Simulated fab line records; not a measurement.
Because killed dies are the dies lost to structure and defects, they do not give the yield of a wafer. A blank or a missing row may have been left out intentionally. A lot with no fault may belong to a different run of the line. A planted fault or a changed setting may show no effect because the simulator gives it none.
fab line records | flow sky130
[record] lots = 12 wafers = 34 last-day = 50
route steps=708 shown FIELD_ISO@17 POLY_CUT@317 METAL1@438 VIA1@474
lots with no fault: from the same line, run without faults
start-h: hours from the record's first day to the start of the lot's first wafer shown | wait-h: how many hours have passed since the lot's step before this one | " the same as in the row above | L1.1+2: a row that stands for several wafers | - no value, or no start given | * or withheld: withheld | < > ~ a bound
route shown NAME@n: names a module that has steps shown in the file, with the first one's number in the route | usual: mean/standard deviation of fault-free wafers | same: alike in all rows | chamber/n: place in a boat | sites: the reading at each site | _std_site: how widely they spread, as a standard deviation | _edge_site: outer sites' mean less inner sites' | radius-mm: for every site, how far away it sits from the centre of the wafer | mask NAME#n: copy n | behind: the last tool/chamber to shape the wafer | hold: reason for holding the lot/hours on hold/outcome of the hold | device: names the non-switching transistor (n, p or np) | end of line: tests of these same wafers at the route's end | a step with no rows: only its recipe | killed: not the wafer's yield, but the dies lost to structure and defects at the first sort | map: per-die view of a wafer (x killed, . not killed, _ where there is no die)
set.NAME: setting as actually run; set.NAME@STEP: the setting as run at that earlier step | model.NAME: the simulator's own value behind a step, which no gauge read
the route's steps for a sample of lots (tables are steps, rows are wafers)
services: from which hour (start-h, from the record's first day; less than 0 if before it) a tool's chamber was out of use, for how many hours, and why
[[steps]]
[step SKY_FIELD_ISO_STRIP_16]
[recipe] chemistry = O2/N2 power-w = 1400 pressure-mtorr = 1500 platen-temp-c = withheld o2-flow-sccm = 3000 n2-flow-sccm = 300 overash-fraction = 0.5
[usual] drypump-motor-current-A = 5.66/0.25 oes-product-au = 0.379/0.0055 strip-time-to-endpoint-s = 3.57/0.046
// columns lot.wafer tool chamber start-h wait-h drypump-motor-current-A oes-product-au rf-hours-counter-h strip-time-to-endpoint-s
L182.1 plasma-asher-04 1 34.66 0.0 5.85 0.385 34 3.68
L182.3 " 0 " " 5.73 0.380 - 3.53
L182.5 " 0 " " 5.70 0.384 - 3.66
L184.1 plasma-asher-01 1 44.41 0.0 6.01 0.385 35 3.60
L184.5 " 0 " " 5.39 0.384 - 3.55
L184.6 " 1 " " 6.00 0.379 - 3.53
L185.2 plasma-asher-02 1 51.51 0.0 5.33 0.376 39 3.59
L185.3 " 1 " " 5.33 0.384 - 3.56
L185.6 " 0 " " 5.77 0.374 - 3.55
L187.3 plasma-asher-01 0 62.39 0.1 5.42 0.380 - 3.55
L187.5 " 1 " " 6.00 0.384 - 3.60
L187.6 " 0 " " 5.40 0.375 - 3.50
L188.2 plasma-asher-01 1 67.84 0.0 5.99 0.373 37 3.54
L188.5 " 0 " " 5.43 0.373 - 3.46
L188.6 " 1 " " 6.00 0.378 - 3.53
L191.1 plasma-asher-02 0 80.94 0.0 5.73 0.379 42 3.54
L191.2 " 1 " " 5.31 0.381 42 3.52
L191.3 " 1 " " 5.29 0.389 - 3.57
L196.4 plasma-asher-02 1 108.43 0.1 5.33 0.378 - 3.52
L196.5 " 0 " " 5.76 0.387 - 3.61
L198.1 plasma-asher-01 1 116.94 0.0 6.01 0.370 41 3.57
L198.2 " 0 " " 5.40 0.382 41 3.66
L198.3 " 1 " " 6.01 0.393 - 3.58
L199.2 plasma-asher-01 1 122.19 0.0 6.01 0.375 42 3.58
L199.5 " 0 " " 5.44 0.378 - 3.56
L200.1 plasma-asher-04 0 128.19 0.0 5.70 0.373 1 3.61
L200.2 " 1 " " 5.84 0.387 1 3.56
L200.6 " 0 " " 5.70 0.383 - 3.56
L203.3 plasma-asher-02 0 143.19 0.1 5.75 0.385 - 3.63
L203.4 " 1 " " 5.34 0.378 - 3.64
L203.6 " 0 " " 5.75 0.388 - 3.57
L204.1 plasma-asher-02 1 149.09 0.0 5.33 0.392 49 3.62
L204.3 " 0 " " 5.79 0.375 - 3.61
L204.5 " 1 " " 5.32 0.386 - 3.55
[step SKY_POLY_CUT_ETCH_10]
[recipe] chemistry = N2/H2 target = BARC ion-energy-ev = 200 source-w = 500 bias-w = 100 pressure-mtorr = 30 n2-flow-sccm = 100 h2-flow-sccm = 200 stop-on = SiO2 time-s = 45.9 target-depth-a = 600
[usual] drypump-motor-current-A = 5.9/0.36 oes-product-au = 0.855/0.0051 throttle-valve-pct = 13.224/0.0099
// columns lot.wafer tool chamber start-h wait-h drypump-motor-current-A oes-product-au rf-hours-counter-h throttle-valve-pct
L182.1 rie-diel-04 1 575.64 0.0 5.9 0.863 16 13.232
L182.3 " 2 " " 5.6 0.861 1 13.223
L182.5 " 3 " " 5.1 0.851 - 13.214
L184.1 rie-diel-02 3 585.18 0.0 5.6 0.847 24 13.250
L184.5 " 2 " " 5.8 0.856 - 13.226
L184.6 " 1 " " 5.4 0.853 - 13.224
L185.2 rie-diel-03 0 593.38 0.0 6.2 0.855 70 13.212
L185.3 " 3 " " 6.1 0.854 10 13.233
L185.6 " 3 " " 6.1 0.854 - 13.230
L187.3 rie-diel-03 3 612.79 0.0 6.1 0.860 10 13.219
L187.5 " 1 " " 6.0 0.853 - 13.218
L187.6 " 3 " " 6.1 0.865 - 13.219
L188.2 rie-diel-03 1 624.93 0.0 6.0 0.859 8 13.234
L188.5 " 1 " " 6.0 0.870 - 13.218
L188.6 " 3 " " 6.1 0.867 - 13.219
L191.1 rie-diel-02 0 646.33 0.0 6.5 0.857 25 13.219
L191.2 " 3 " " 5.6 0.862 24 13.224
L191.3 " 1 " " 5.4 0.854 9 13.227
L196.4 rie-diel-03 3 691.74 0.0 6.1 0.849 12 13.204
L196.5 " 3 " " 6.1 0.849 - 13.229
L198.1 rie-diel-03 0 698.24 0.0 6.2 0.855 1 13.210
L198.2 " 2 " " 6.0 0.860 48 13.244
L198.3 " 1 " " 6.0 0.849 9 13.220
L199.2 rie-diel-03 2 700.74 0.0 6.0 0.860 48 13.239
L199.5 " 0 " " 6.2 0.854 - 13.236
L200.1 rie-diel-02 3 720.28 0.0 5.7 0.852 26 13.222
L200.2 " 0 " " 6.5 0.853 27 13.222
L200.6 " 1 " " 5.4 0.860 - 13.225
L203.3 rie-diel-02 1 737.39 0.0 5.4 0.855 11 13.220
L203.4 " 0 " " 6.5 0.865 27 13.232
L203.6 " 0 " " 6.5 0.847 - 13.205
L204.1 rie-diel-02 2 744.93 0.0 5.8 0.857 12 13.238
L204.3 " 3 " " 5.7 0.855 27 13.241
L204.5 " 2 " " 5.8 0.856 - 13.227
[step SKY_POLY_CUT_STRIP_12]
[recipe] chemistry = O2/N2 power-w = 1400 pressure-mtorr = 1500 platen-temp-c = withheld o2-flow-sccm = 3000 n2-flow-sccm = 300 overash-fraction = 0.5
[usual] drypump-motor-current-A = 5.86/0.24 oes-product-au = 0.452/0.0042 strip-time-to-endpoint-s = 5.360/0.019
// columns lot.wafer tool chamber start-h wait-h drypump-motor-current-A oes-product-au rf-hours-counter-h strip-time-to-endpoint-s
L182.1 plasma-asher-03 0 575.73 0.0 5.98 0.455 75 5.360
L182.3 " 0 " " 5.98 0.449 - 5.370
L182.5 " 1 " " 6.20 0.445 - 5.378
L184.1 plasma-asher-04 1 585.26 0.0 5.85 0.450 46 5.348
L184.5 " 0 " " 5.67 0.451 - 5.370
L184.6 " 1 " " 5.84 0.456 - 5.368
L185.2 plasma-asher-04 0 593.46 0.0 5.72 0.452 46 5.365
L185.3 " 1 " " 5.84 0.452 - 5.351
L185.6 " 0 " " 5.70 0.457 - 5.374
L187.3 plasma-asher-04 1 612.91 0.1 5.85 0.457 - 5.399
L187.5 " 1 " " 5.83 0.447 - 5.352
L187.6 " 0 " " 5.66 0.447 - 5.353
L188.2 plasma-asher-03 0 625.01 0.0 5.97 0.453 81 5.363
L188.5 " 1 " " 6.20 0.460 - 5.411
L188.6 " 0 " " 5.98 0.459 - 5.382
L191.1 plasma-asher-04 0 646.41 0.0 5.72 0.448 52 5.331
L191.2 " 1 " " 5.86 0.453 52 5.337
L191.3 " 0 " " 5.68 0.457 - 5.346
L196.4 plasma-asher-04 1 691.86 0.1 5.83 0.440 - 5.264
L196.5 " 1 " " 5.83 0.452 - 5.364
L198.1 plasma-asher-03 0 698.33 0.0 5.99 0.469 87 5.369
L198.2 " 1 " " 6.21 0.448 87 5.252
L198.3 " 0 " " 5.98 0.449 - 5.342
L199.2 plasma-asher-04 0 700.83 0.0 5.69 0.448 58 5.219
L199.5 " 1 " " 5.85 0.448 - 5.327
L200.1 plasma-asher-03 0 720.36 0.0 5.95 0.448 89 5.373
L200.2 " 1 " " 6.20 0.447 89 5.362
L200.6 " 1 " " 6.22 0.457 - 5.353
L203.3 plasma-asher-04 1 737.51 0.1 5.85 0.450 - 5.319
L203.4 " 0 " " 5.69 0.452 - 5.322
L203.6 " 0 " " 5.70 0.446 - 5.347
L204.1 plasma-asher-01 0 745.01 0.0 5.46 0.452 32 5.326
L204.3 " 0 " " 5.46 0.450 - 5.340
L204.5 " 1 " " 6.02 0.452 - 5.356
[step SKY_METAL1_SPUTTER_04]
[recipe] material = TiN target-thk-nm = 70 power-w = 6500 time-s = 58.3 chamber-pressure-pa = 0.4
[usual] throttle-valve-pct = 29.8/0.73
// columns lot.wafer tool chamber start-h wait-h throttle-valve-pct
L182.1 pvd-sputter-02 - 751.25 0.0 30.5
L182.3 " - " " 30.7
L182.5 " - " " 29.5
L184.1 pvd-sputter-02 - 760.67 0.0 30.1
L184.5 " - " " 29.6
L184.6 " - " " 31.1
L185.2 pvd-sputter-01 - 769.21 0.0 29.9
L185.3 " - " " 29.2
L185.6 " - " " 29.7
L187.3 pvd-sputter-01 - 786.85 0.0 29.2
L187.5 " - " " 28.9
L187.6 " - " " 29.0
L188.2 pvd-sputter-02 - 798.87 0.0 30.1
L188.5 " - " " 29.4
L188.6 " - " " 30.7
L191.1 pvd-sputter-01 - 816.07 0.0 29.3
L191.2 " - " " 30.2
L191.3 " - " " 30.0
L196.4 pvd-sputter-01 - 856.22 0.0 29.0
L196.5 " - " " 30.1
L198.1 pvd-sputter-04 - 865.56 0.0 30.3
L198.2 " - " " 29.1
L198.3 " - " " 29.7
L199.2 pvd-sputter-04 - 866.86 0.0 27.8
L199.5 " - " " 28.2
L200.1 pvd-sputter-02 - 883.91 0.0 30.3
L200.2 " - " " 29.7
L200.6 " - " " 30.1
L203.3 pvd-sputter-01 - 901.58 0.0 29.9
L203.4 " - " " 28.6
L203.6 " - " " 29.2
L204.1 pvd-sputter-01 - 906.91 0.0 29.0
L204.3 " - " " 30.2
L204.5 " - " " 30.0
[step SKY_VIA1_STRIP_16]
[recipe] chemistry = O2/N2 power-w = 1400 pressure-mtorr = 1500 platen-temp-c = withheld o2-flow-sccm = 3000 n2-flow-sccm = 300 overash-fraction = 0.5
[usual] drypump-motor-current-A = 5.86/0.27 oes-product-au = 0.415/0.0042 strip-time-to-endpoint-s = 4.451/0.02
// columns lot.wafer tool chamber start-h wait-h drypump-motor-current-A oes-product-au rf-hours-counter-h strip-time-to-endpoint-s
L182.1 plasma-asher-03 1 807.43 0.0 6.21 0.414 98 4.448
L182.3 " 0 " " 5.96 0.411 - 4.465
L182.5 " 0 " " 5.97 0.417 - 4.474
L184.1 plasma-asher-01 1 815.30 0.0 6.00 0.414 39 4.442
L184.5 " 0 " " 5.42 0.425 - 4.422
L184.6 " 1 " " 6.02 0.420 - 4.455
L185.2 plasma-asher-01 0 824.88 0.0 5.42 0.417 40 4.453
L185.3 " 0 " " 5.45 0.415 - 4.483
L185.6 " 1 " " 5.98 0.413 - 4.450
L187.3 plasma-asher-01 1 841.30 0.1 6.01 0.415 - 4.428
L187.5 " 0 " " 5.43 0.417 - 4.456
L187.6 " 1 " " 5.99 0.418 - 4.439
L188.2 plasma-asher-04 1 852.87 0.0 5.83 0.409 71 4.461
L188.5 " 0 " " 5.69 0.418 - 4.443
L188.6 " 1 " " 5.81 0.420 - 4.433
L191.1 plasma-asher-01 1 870.13 0.0 6.00 0.422 45 4.466
L191.2 " 0 " " 5.43 0.415 45 4.468
L191.3 " 1 " " 6.01 0.414 - 4.460
L196.4 plasma-asher-04 1 908.87 0.0 5.87 0.416 - 4.456
L196.5 " 1 " " 5.88 0.421 - 4.435
L198.1 plasma-asher-03 1 918.73 0.0 6.20 0.410 109 4.449
L198.2 " 0 " " 5.96 0.416 109 4.447
L198.3 " 0 " " 5.95 0.420 - 4.481
L199.2 plasma-asher-01 0 920.08 0.0 5.42 0.418 50 4.467
L199.5 " 0 " " 5.44 0.409 - 4.424
L200.1 plasma-asher-03 0 936.37 0.0 5.97 0.422 111 4.460
L200.2 " 1 " " 6.19 0.410 111 4.438
L200.6 " 0 " " 5.98 0.419 - 4.444
L203.3 plasma-asher-01 0 952.47 0.1 5.42 0.419 - 4.469
L203.4 " 1 " " 5.98 0.427 - 4.479
L203.6 " 0 " " 5.43 0.408 - 4.454
L204.1 plasma-asher-03 0 957.42 0.0 5.98 0.421 113 4.447
L204.3 " 1 " " 6.21 0.420 - 4.424
L204.5 " 1 " " 6.23 0.408 - 4.435
[[services]]
// columns tool chamber start-h hours kind
rie-diel-03 - 88.74 2.8 pm
plasma-asher-04 - 108.81 9.0 pm
plasma-asher-04 - 164.77 7.4 repair
rie-diel-03 2 201.15 2.8 repair
rie-diel-03 3 202.52 9.1 repair
plasma-asher-01 - 287.33 2.8 pm
plasma-asher-03 - 321.97 2.1 repair
rie-diel-03 - 361.93 0.1 repair
rie-diel-03 0 379.67 29.3 repair
plasma-asher-01 - 421.25 9.0 pm
plasma-asher-03 - 421.41 2.8 pm
plasma-asher-03 - 427.20 1.9 repair
rie-diel-03 - 452.94 0.6 repair
rie-diel-03 0 534.64 8.3 repair
plasma-asher-04 - 605.54 0.7 repair
pvd-sputter-01 - 616.35 3.9 repair
plasma-asher-01 - 639.65 0.9 repair
plasma-asher-03 - 645.55 0.4 repair
plasma-asher-03 - 648.26 14.6 pm
plasma-asher-04 - 707.38 15.6 pm
pvd-sputter-01 - 726.07 4.4 repair
pvd-sputter-01 - 729.41 4.2 repair
pvd-sputter-01 - 789.20 3.5 repair
pvd-sputter-01 - 833.08 3.0 repair
[[key]]
[first-sign] step = SKY_POLY_CUT_STRIP_12 reading = strip-time-to-endpoint-s direction = down sigmas = 6.1 usual = * struck = *
effect none on later readings
met-at SKY_POLY_CUT_ETCH_10
struck-lots L196,L198,L199
struck-wafers L196.4,L198.2,L199.2
tester-left-out L196,L198,L199
not-acting-at SKY_FIELD_ISO_STRIP_16,SKY_METAL1_SPUTTER_04,SKY_VIA1_STRIP_16
onset-between 624.93 691.74
[fault] kind = process-parameter-drift tool = rie-diel-03 chamber = - onset-h = 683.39 steps = SKY_POLY_CUT_ETCH_10 channel = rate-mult offset = 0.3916 shape = step end-h = 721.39 scope = struck-wafers-only
// tester-left-out: of these lots the tester's yield and bins aren't shown, on N5 and GAA mostly nor the transistor test; their killed dies are dies lost to structure and defects alone, not to doping, threshold or leakage, so they don't give the yield
